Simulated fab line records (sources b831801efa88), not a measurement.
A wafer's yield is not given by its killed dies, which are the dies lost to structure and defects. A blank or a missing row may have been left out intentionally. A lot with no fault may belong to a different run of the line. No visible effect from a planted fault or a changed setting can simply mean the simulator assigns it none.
Which of the tools did it? + flow gf180mcu + Sampling: 24 lots, 72 wafers, 6 of 602 route steps

WHAT EACH GAUGE READ, for each wafer
GF_M3_CD_MEAS_14 targets a cd of 280 nm.
| lot  | measured     | on       | cdNm (nm)         |
|------|--------------|----------|-------------------|
| L074 | day 21 14:23 | cdSem-01 | 280.6 281.5 281.0 |
| L075 | day 21 17:33 | cdSem-01 | 280.0 281.0 280.2 |
| L076 | day 22 06:07 | cdSem-01 | 282.0 281.1 281.3 |
| L077 | day 22 11:31 | cdSem-02 | 279.2 280.2 278.9 |
| L078 | day 22 18:29 | cdSem-01 | 279.3 280.0 280.0 |
| L079 | day 23 05:18 | cdSem-01 | 280.9 280.3 281.2 |
| L080 | day 23 14:59 | cdSem-02 | 280.8 278.4 279.5 |
| L081 | day 24 02:11 | cdSem-01 | 281.1 281.7 281.7 |
| L082 | day 24 15:15 | cdSem-01 | 280.9 279.9 281.0 |
| L083 | day 24 17:26 | cdSem-02 | 280.3 280.1 281.4 |
| L084 | day 25 00:58 | cdSem-02 | 282.3 280.7 281.8 |
| L085 | day 25 10:48 | cdSem-01 | 281.1 282.3 280.3 |
| L086 | day 25 19:18 | cdSem-01 | 281.5 281.9 281.4 |
| L087 | day 25 22:30 | cdSem-02 | 279.9 280.8 280.5 |
| L088 | day 26 10:59 | cdSem-02 | 281.1 280.9 280.7 |
| L089 | day 26 16:41 | cdSem-02 | 278.0 277.7 278.8 |
| L090 | day 27 02:28 | cdSem-01 | 279.0 278.7 277.9 |
| L091 | day 27 05:32 | cdSem-01 | 279.6 279.7 279.5 |
| L092 | day 27 11:56 | cdSem-02 | 280.2 280.3 280.9 |
| L093 | day 27 16:13 | cdSem-02 | 278.9 280.4 279.0 |
| L094 | day 28 00:51 | cdSem-01 | 279.7 279.8 279.4 |
| L095 | day 28 06:57 | cdSem-01 | 279.6 279.5 279.9 |
| L096 | day 28 15:55 | cdSem-01 | 282.3 282.8 282.9 |
| L097 | day 28 19:28 | cdSem-01 | 282.9 282.2 283.4 |

GF_M4_CD_MEAS_14 targets a cd of 280 nm.
| lot  | measured     | on       | cdNm (nm)         |
|------|--------------|----------|-------------------|
| L074 | day 23 15:17 | cdSem-01 | 280.8 279.4 279.8 |
| L075 | day 23 18:52 | cdSem-02 | 281.3 281.9 281.6 |
| L076 | day 24 06:22 | cdSem-02 | 280.8 281.3 282.1 |
| L077 | day 24 12:24 | cdSem-02 | 280.9 280.6 280.5 |
| L078 | day 24 18:16 | cdSem-01 | 279.8 280.6 279.0 |
| L079 | day 25 05:09 | cdSem-01 | 280.9 281.9 280.1 |
| L080 | day 25 14:07 | cdSem-02 | 281.2 280.5 280.6 |
| L081 | day 25 23:25 | cdSem-01 | 278.7 278.1 278.6 |
| L082 | day 26 12:52 | cdSem-01 | 278.4 279.1 279.2 |
| L083 | day 26 15:05 | cdSem-01 | 279.6 279.8 278.7 |
| L084 | day 26 21:38 | cdSem-01 | 279.7 279.3 279.4 |
| L085 | day 27 07:37 | cdSem-01 | 278.2 278.7 278.5 |
| L086 | day 27 15:33 | cdSem-01 | 281.2 282.0 280.5 |
| L087 | day 27 17:33 | cdSem-01 | 279.9 280.6 279.9 |
| L088 | day 28 07:07 | cdSem-02 | 277.0 278.4 277.4 |
| L089 | day 28 12:29 | cdSem-01 | 279.0 279.2 279.5 |
| L090 | day 28 21:11 | cdSem-01 | 282.2 282.0 281.6 |
| L091 | day 28 23:35 | cdSem-02 | 280.4 280.9 280.4 |
| L092 | day 29 06:35 | cdSem-02 | 281.8 281.1 280.0 |
| L093 | day 29 11:06 | cdSem-01 | 280.5 279.0 279.7 |
| L094 | day 29 18:40 | cdSem-01 | 281.6 282.6 281.0 |
| L095 | day 30 01:18 | cdSem-01 | 279.5 280.6 279.7 |
| L096 | day 30 08:47 | cdSem-02 | 278.2 279.1 278.0 |
| L097 | day 30 12:25 | cdSem-02 | 280.4 280.8 279.9 |

TOOL THAT RAN EACH LOT (tool first, then ch and the chambers of the sampled wafers, then the start)
| lot  | GF_M3_SPUTTER_02            | GF_V3_CVD_02                    | GF_M4_SPUTTER_01            | GF_M4_SPUTTER_04            |
|------|-----------------------------|---------------------------------|-----------------------------|-----------------------------|
| L074 | pvdSputter-02, day 20 14:32 | pecvd-01 ch 0,1,2, day 21 15:19 | pvdSputter-01, day 22 16:38 | pvdSputter-01, day 22 16:43 |
| L075 | pvdSputter-03, day 20 18:02 | pecvd-03 ch 0,2, day 21 18:29   | pvdSputter-01, day 22 19:51 | pvdSputter-01, day 22 19:56 |
| L076 | pvdSputter-02, day 21 06:50 | pecvd-02 ch 1,2, day 22 07:04   | pvdSputter-04, day 23 07:52 | pvdSputter-04, day 23 07:56 |
| L077 | pvdSputter-01, day 21 12:23 | pecvd-01 ch 0,1,2, day 22 12:27 | pvdSputter-01, day 23 13:32 | pvdSputter-01, day 23 13:37 |
| L078 | pvdSputter-03, day 21 19:32 | pecvd-01 ch 0,1, day 22 19:24   | pvdSputter-01, day 23 20:12 | pvdSputter-01, day 23 20:17 |
| L079 | pvdSputter-02, day 22 06:03 | pecvd-03 ch 1,2, day 23 06:14   | pvdSputter-02, day 24 06:58 | pvdSputter-02, day 24 07:03 |
| L080 | pvdSputter-02, day 22 15:53 | pecvd-01 ch 0,1, day 23 15:55   | pvdSputter-01, day 24 16:30 | pvdSputter-01, day 24 16:35 |
| L081 | pvdSputter-02, day 23 04:26 | pecvd-01 ch 0,1, day 24 03:06   | pvdSputter-01, day 25 03:04 | pvdSputter-01, day 25 03:08 |
| L082 | pvdSputter-01, day 23 16:19 | pecvd-02 ch 0,2, day 24 16:11   | pvdSputter-02, day 25 16:19 | pvdSputter-02, day 25 16:23 |
| L083 | pvdSputter-02, day 23 19:18 | pecvd-03 ch 0,2, day 24 18:23   | pvdSputter-04, day 25 18:05 | pvdSputter-04, day 25 18:10 |
| L084 | pvdSputter-02, day 24 02:42 | pecvd-01 ch 0,2, day 25 02:02   | pvdSputter-01, day 26 01:01 | pvdSputter-01, day 26 01:06 |
| L085 | pvdSputter-02, day 24 13:37 | pecvd-03 ch 0,1,2, day 25 11:44 | pvdSputter-01, day 26 10:50 | pvdSputter-01, day 26 10:55 |
| L086 | pvdSputter-02, day 24 22:20 | pecvd-02 ch 0,1,2, day 25 20:23 | pvdSputter-04, day 26 19:13 | pvdSputter-04, day 26 19:18 |
| L087 | pvdSputter-03, day 25 01:46 | pecvd-02 ch 0,1, day 25 23:34   | pvdSputter-01, day 26 21:35 | pvdSputter-01, day 26 21:40 |
| L088 | pvdSputter-02, day 25 13:49 | pecvd-01 ch 0,1,2, day 26 11:53 | pvdSputter-02, day 27 10:51 | pvdSputter-02, day 27 10:56 |
| L089 | pvdSputter-02, day 25 19:56 | pecvd-02 ch 0,1,2, day 26 17:56 | pvdSputter-04, day 27 16:43 | pvdSputter-04, day 27 16:48 |
| L090 | pvdSputter-01, day 26 06:05 | pecvd-03 ch 0,1,2, day 27 03:44 | pvdSputter-01, day 28 01:17 | pvdSputter-01, day 28 01:22 |
| L091 | pvdSputter-03, day 26 08:56 | pecvd-01 ch 0,1,2, day 27 06:34 | pvdSputter-02, day 28 03:37 | pvdSputter-02, day 28 03:41 |
| L092 | pvdSputter-01, day 26 16:26 | pecvd-03 ch 0,2, day 27 12:52   | pvdSputter-01, day 28 10:41 | pvdSputter-01, day 28 10:46 |
| L093 | pvdSputter-02, day 26 20:10 | pecvd-03 ch 1,2, day 27 17:11   | pvdSputter-01, day 28 15:26 | pvdSputter-01, day 28 15:31 |
| L094 | pvdSputter-02, day 27 05:17 | pecvd-02 ch 0,1, day 28 01:49   | pvdSputter-01, day 28 23:29 | pvdSputter-01, day 28 23:34 |
| L095 | pvdSputter-01, day 27 11:51 | pecvd-01 ch 0,1,2, day 28 07:56 | pvdSputter-04, day 29 06:01 | pvdSputter-04, day 29 06:06 |
| L096 | pvdSputter-02, day 27 20:44 | pecvd-01 ch 1,2, day 28 16:50   | pvdSputter-02, day 29 14:13 | pvdSputter-02, day 29 14:17 |
| L097 | pvdSputter-01, day 27 23:59 | pecvd-01 ch 0,1,2, day 28 20:24 | pvdSputter-01, day 29 17:55 | pvdSputter-01, day 29 17:59 |
- GF_M3_SPUTTER_02: material AlCu, target thk 450 nm, time 23.9 s.
- GF_V3_CVD_02: deposits SiO2 from TEOS, target thk 850 nm, time 94.851 s.
- GF_M4_SPUTTER_01: material TiN, target thk 30 nm, time 25 s.
- GF_M4_SPUTTER_04: material TiN, target thk 50 nm, time 41.7 s.

WHAT THE TOOLS THEMSELVES READ (means of the sampled wafers that have a number; where no wafer has one, the mark that the record gives instead)
GF_M3_SPUTTER_02.
| lot  | tool          | cathodeDcPowerW (W) | throttleValvePct (%) |
|------|---------------|---------------------|----------------------|
| L074 | pvdSputter-02 | 10599               | 29.8                 |
| L075 | pvdSputter-03 | 10600               | 29.1                 |
| L076 | pvdSputter-02 | 10601               | 30.1                 |
| L077 | pvdSputter-01 | 10600               | 31.3                 |
| L078 | pvdSputter-03 | 10601               | 29.5                 |
| L079 | pvdSputter-02 | 10599               | 30.1                 |
| L080 | pvdSputter-02 | 10599               | 29.8                 |
| L081 | pvdSputter-02 | 10599               | 29.5                 |
| L082 | pvdSputter-01 | 10600               | 30.6                 |
| L083 | pvdSputter-02 | 10600               | 30.3                 |
| L084 | pvdSputter-02 | 10600               | 30.3                 |
| L085 | pvdSputter-02 | 10599               | 29.4                 |
| L086 | pvdSputter-02 | 10599               | 29.9                 |
| L087 | pvdSputter-03 | 10599               | 30.1                 |
| L088 | pvdSputter-02 | 10599               | 30.1                 |
| L089 | pvdSputter-02 | 10599               | 30.2                 |
| L090 | pvdSputter-01 | 10599               | 29.8                 |
| L091 | pvdSputter-03 | 10600               | 29.7                 |
| L092 | pvdSputter-01 | 10600               | 31.1                 |
| L093 | pvdSputter-02 | 10601               | 30.2                 |
| L094 | pvdSputter-02 | 10600               | 30.2                 |
| L095 | pvdSputter-01 | 10601               | 31.6                 |
| L096 | pvdSputter-02 | 10600               | 30.4                 |
| L097 | pvdSputter-01 | 10602               | 30.3                 |

GF_V3_CVD_02.
| lot  | tool     | heaterPowerW (W) |
|------|----------|------------------|
| L074 | pecvd-01 | 742              |
| L075 | pecvd-03 | 588              |
| L076 | pecvd-02 | 660              |
| L077 | pecvd-01 | 712              |
| L078 | pecvd-01 | 817              |
| L079 | pecvd-03 | 660              |
| L080 | pecvd-01 | 768              |
| L081 | pecvd-01 | 714              |
| L082 | pecvd-02 | 703              |
| L083 | pecvd-03 | 550              |
| L084 | pecvd-01 | 592              |
| L085 | pecvd-03 | 614              |
| L086 | pecvd-02 | 665              |
| L087 | pecvd-02 | 663              |
| L088 | pecvd-01 | 745              |
| L089 | pecvd-02 | 653              |
| L090 | pecvd-03 | 627              |
| L091 | pecvd-01 | 710              |
| L092 | pecvd-03 | 581              |
| L093 | pecvd-03 | 673              |
| L094 | pecvd-02 | 631              |
| L095 | pecvd-01 | 760              |
| L096 | pecvd-01 | 737              |
| L097 | pecvd-01 | 749              |

GF_M4_SPUTTER_01.
| lot  | tool          | cathodeDcPowerW (W) | throttleValvePct (%) |
|------|---------------|---------------------|----------------------|
| L074 | pvdSputter-01 | 6500.0              | 30.1                 |
| L075 | pvdSputter-01 | 6500.1              | 30.7                 |
| L076 | pvdSputter-04 | 6500.1              | 29.0                 |
| L077 | pvdSputter-01 | 6500.8              | 30.9                 |
| L078 | pvdSputter-01 | 6500.6              | 30.3                 |
| L079 | pvdSputter-02 | 6500.3              | 30.2                 |
| L080 | pvdSputter-01 | 6499.9              | 30.6                 |
| L081 | pvdSputter-01 | 6501.1              | 30.6                 |
| L082 | pvdSputter-02 | 6500.4              | 30.4                 |
| L083 | pvdSputter-04 | 6500.0              | 29.1                 |
| L084 | pvdSputter-01 | 6500.3              | 31.3                 |
| L085 | pvdSputter-01 | 6499.5              | 30.5                 |
| L086 | pvdSputter-04 | 6500.1              | 29.0                 |
| L087 | pvdSputter-01 | 6499.5              | 30.5                 |
| L088 | pvdSputter-02 | 6500.4              | 29.8                 |
| L089 | pvdSputter-04 | 6499.9              | 29.4                 |
| L090 | pvdSputter-01 | 6500.1              | 30.6                 |
| L091 | pvdSputter-02 | 6500.2              | 29.7                 |
| L092 | pvdSputter-01 | 6501.2              | 30.3                 |
| L093 | pvdSputter-01 | 6500.0              | 31.3                 |
| L094 | pvdSputter-01 | 6500.3              | 29.7                 |
| L095 | pvdSputter-04 | 6500.2              | 29.1                 |
| L096 | pvdSputter-02 | 6499.3              | 30.1                 |
| L097 | pvdSputter-01 | 6501.5              | 31.2                 |

GF_M4_SPUTTER_04.
| lot  | tool          | cathodeDcPowerW (W) | throttleValvePct (%) |
|------|---------------|---------------------|----------------------|
| L074 | pvdSputter-01 | 6500.3              | 30.1                 |
| L075 | pvdSputter-01 | 6500.0              | 30.5                 |
| L076 | pvdSputter-04 | 6500.0              | 29.0                 |
| L077 | pvdSputter-01 | 6499.9              | 30.6                 |
| L078 | pvdSputter-01 | 6499.4              | 30.2                 |
| L079 | pvdSputter-02 | 6500.9              | 30.2                 |
| L080 | pvdSputter-01 | 6500.2              | 30.5                 |
| L081 | pvdSputter-01 | 6500.3              | 30.3                 |
| L082 | pvdSputter-02 | 6501.2              | 30.2                 |
| L083 | pvdSputter-04 | 6500.7              | 28.9                 |
| L084 | pvdSputter-01 | 6500.1              | 31.3                 |
| L085 | pvdSputter-01 | 6499.7              | 30.3                 |
| L086 | pvdSputter-04 | 6500.5              | 28.9                 |
| L087 | pvdSputter-01 | 6499.7              | 30.5                 |
| L088 | pvdSputter-02 | 6499.1              | 29.7                 |
| L089 | pvdSputter-04 | 6500.0              | 29.6                 |
| L090 | pvdSputter-01 | 6499.8              | 30.6                 |
| L091 | pvdSputter-02 | 6499.7              | 29.8                 |
| L092 | pvdSputter-01 | 6500.9              | 30.2                 |
| L093 | pvdSputter-01 | 6499.1              | 31.1                 |
| L094 | pvdSputter-01 | 6499.7              | 29.7                 |
| L095 | pvdSputter-04 | 6499.8              | 29.0                 |
| L096 | pvdSputter-02 | 6499.1              | 30.1                 |
| L097 | pvdSputter-01 | 6500.5              | 31.0                 |

THE ANSWER, worked out from the rows above alone
Rule: usual is defined by the lots themselves. The widest of any qualifying gaps counts: lots, ordered by their means at a reading, are off when they make up no more than a third of the lots, leave a main group of 4 or more, and stand apart from it by 3 or more times the standard deviation of that group's means. If all means in a main group match to the digits the tables above print for the reading, that group is not used. Also off: a lot with no number at a reading for which 4 or more lots have one. Any other lot the step has rows for is counted as sound. After the gauges, taken in route order, come the tools' own readings; for these a lot's mean is taken, as printed above. At the first step where some lot is off, the reading lying furthest off is the one used; lots without a number count as furthest.
Across all readings shown, no lot is off: no conclusion can be drawn from this.

WHAT THE SIMULATOR HAD PUT IN
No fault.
